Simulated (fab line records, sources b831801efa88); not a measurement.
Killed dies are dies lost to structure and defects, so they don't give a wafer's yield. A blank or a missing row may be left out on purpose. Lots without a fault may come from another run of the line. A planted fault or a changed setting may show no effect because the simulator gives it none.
Which tool did it? | flow gf180mcu | 11 lots, 33 wafers sampled, at 3 steps of a route of 602

WHAT THE GAUGES READ, wafer by wafer
GF_M4_CD_MEAS_14: target cd 280 nm.
lot  | measured     | on        | cd_nm (nm)
L939 | day 23 08:36 | cd_sem-02 | 279.3 279.6 279.2
L940 | day 24 00:40 | cd_sem-02 | 279.7 281.0 278.4
L941 | day 24 10:27 | cd_sem-01 | 278.8 280.3 280.2
L947 | day 26 09:36 | cd_sem-01 | 278.2 279.3 278.9
L948 | day 26 12:09 | cd_sem-01 | 277.8 280.1 279.1
L949 | day 27 00:20 | cd_sem-02 | 281.8 283.2 281.4
L954 | day 28 17:35 | cd_sem-02 | 278.8 278.1 276.5
L955 | day 28 18:21 | cd_sem-02 | 277.4 277.5 278.1
L958 | day 29 16:59 | cd_sem-01 | 279.5 280.0 279.1
L961 | day 30 08:15 | cd_sem-02 | 280.0 278.3 279.5
L962 | day 30 15:01 | cd_sem-01 | 276.9 276.6 277.1

WHICH TOOL RAN EACH LOT (tool, then ch and the chambers of the sampled wafers, then the start)
lot  | GF_V3_ETCH_17                                 | GF_V3_STRIP_18
L939 | rie_diel-03 ch 0,3, day 22 07:41 or earlier   | plasma_asher-04 ch 0,1, day 22 07:41
L940 | rie_diel-03 ch 0,1, day 23 01:01 or earlier   | plasma_asher-04 ch 0,1, day 23 01:01
L941 | rie_diel-03 ch 2,3, day 23 10:49 or earlier   | plasma_asher-03 ch 0,1, day 23 10:49
L947 | rie_diel-03 ch 0,1,2, day 25 10:46 or earlier | plasma_asher-03 ch 0,1, day 25 10:46
L948 | rie_diel-01 ch 0,1,3, day 25 13:59 or earlier | plasma_asher-03 ch 0,1, day 25 13:59
L949 | rie_diel-03 ch 2,3, day 26 01:38 or earlier   | plasma_asher-04 ch 0,1, day 26 01:38
L954 | rie_diel-02 ch 0,2,3, day 27 20:37 or earlier | plasma_asher-03 ch 0,1, day 27 20:37
L955 | rie_diel-03 ch 1,3, day 27 21:10 or earlier   | plasma_asher-03 ch 0,1, day 27 21:10
L958 | rie_diel-01 ch 0,1,3, day 28 20:16 or earlier | plasma_asher-02 ch 0,1, day 28 20:16
L961 | rie_diel-02 ch 1,3, day 29 12:53 or earlier   | plasma_asher-02 ch 0,1, day 29 12:53
L962 | rie_diel-03 ch 1,2,3, day 29 18:26 or earlier | plasma_asher-03 ch 0,1, day 29 18:26
- GF_V3_ETCH_17: etches SiO2 in C4F8/O2/Ar, stops on TiN, target depth 635 nm.
- GF_V3_STRIP_18: strips in O2/N2.

THE ANSWER, worked out from the rows above alone
Rule: what is usual is taken from the lots themselves. Put in order of their means at a reading, lots are off if they are a third of the lots or fewer, leave a main group of 4 or more, and stand apart from it by a gap of 3 or more times the standard deviation of the main group's means; of several such gaps the widest counts. A main group whose means are all the same, to the digits that the tables above print for the reading, isn't used. A lot without any number at a reading at which 4 lots or more have one is off too. The other lots that the step has rows for count as sound.
No lot is off at any reading shown: from this, nothing can be told.

WHAT THE SIMULATOR HAD PUT IN
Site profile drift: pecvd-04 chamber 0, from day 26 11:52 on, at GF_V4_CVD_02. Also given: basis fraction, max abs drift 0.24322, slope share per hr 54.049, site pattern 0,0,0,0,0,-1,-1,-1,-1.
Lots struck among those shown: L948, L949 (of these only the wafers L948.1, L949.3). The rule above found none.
